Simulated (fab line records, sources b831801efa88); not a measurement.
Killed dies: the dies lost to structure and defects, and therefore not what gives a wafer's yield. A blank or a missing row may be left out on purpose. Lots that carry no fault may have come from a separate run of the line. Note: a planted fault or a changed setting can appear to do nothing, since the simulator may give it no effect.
Which tool is to blame? / flow gf180mcu / 6 lots with 18 wafers sampled at 3 steps, on a route of 602 steps

WHAT EACH GAUGE READ, for each wafer
GF_VT_IMPLANT_TW_MEAS_21.
lot=L171; measured=day 7 00:08; on=film metro-01; VT_IMPLANT_2_TW=1233 1228 1232
lot=L175; measured=day 8 00:28; on=film metro-03; VT_IMPLANT_2_TW=30 30 30
lot=L177; measured=day 8 19:24; on=film metro-01; VT_IMPLANT_2_TW=1227 1230 1229
lot=L182; measured=day 9 23:08; on=film metro-04; VT_IMPLANT_2_TW=1214 1216 1207
lot=L188; measured=day 11 12:45; on=film metro-03; VT_IMPLANT_2_TW=1213 1217 1217
lot=L191; measured=day 12 10:01; on=film metro-04; VT_IMPLANT_2_TW=1212 1208 1211

TOOL THAT RAN EACH LOT (tool first, then ch and the chambers of the sampled wafers, then the start)
lot=L171; GF_VT_IMPLANT_STRIP_09=plasma asher-02 ch 0,1, day 6 09:05; GF_VT_IMPLANT_STRIP_20=plasma asher-02 ch 0,1, day 7 00:03
lot=L175; GF_VT_IMPLANT_STRIP_09=plasma asher-04 ch 0,1, day 7 08:13; GF_VT_IMPLANT_STRIP_20=plasma asher-01 ch 0,1, day 8 00:23
lot=L177; GF_VT_IMPLANT_STRIP_09=plasma asher-02 ch 0,1, day 8 02:46; GF_VT_IMPLANT_STRIP_20=plasma asher-01 ch 0,1, day 8 19:18
lot=L182; GF_VT_IMPLANT_STRIP_09=plasma asher-04 ch 0,1, day 9 05:27; GF_VT_IMPLANT_STRIP_20=plasma asher-04 ch 0,1, day 9 23:02
lot=L188; GF_VT_IMPLANT_STRIP_09=plasma asher-02 ch 0,1, day 10 18:22; GF_VT_IMPLANT_STRIP_20=plasma asher-02 ch 0,1, day 11 12:39
lot=L191; GF_VT_IMPLANT_STRIP_09=plasma asher-02 ch 0,1, day 11 14:33; GF_VT_IMPLANT_STRIP_20=plasma asher-04 ch 1, day 12 09:54
- GF_VT_IMPLANT_STRIP_09: strips in O2/N2.
- GF_VT_IMPLANT_STRIP_20: strips in O2/N2.

THE ANSWER, worked out from the rows above alone
Rule: the lots themselves supply what counts as usual. The widest of any qualifying gaps counts: lots, ordered by their means at a reading, are off when they make up no more than a third of the lots, leave a main group of 4 or more, and stand apart from it by 3 or more times the standard deviation of that group's means. The tables above print the reading to a certain number of digits; a main group whose means all agree to those digits is not used. A lot without any number at a reading at which 4 lots or more have one is off too. All remaining lots with rows at the step are treated as sound.
Off: L175, at GF_VT_IMPLANT_TW_MEAS_21 (VT_IMPLANT_2_TW). The main group: mean 1220, standard deviation 8.6.
A tool fits if, at a process step before that reading, it ran every lot that is off, and no sound lot after the first of them. The gauges at GF_VT_IMPLANT_TW_MEAS_21 are tried like those tools. Not one of the candidates tried fits.

WHAT THE SIMULATOR HAD PUT IN
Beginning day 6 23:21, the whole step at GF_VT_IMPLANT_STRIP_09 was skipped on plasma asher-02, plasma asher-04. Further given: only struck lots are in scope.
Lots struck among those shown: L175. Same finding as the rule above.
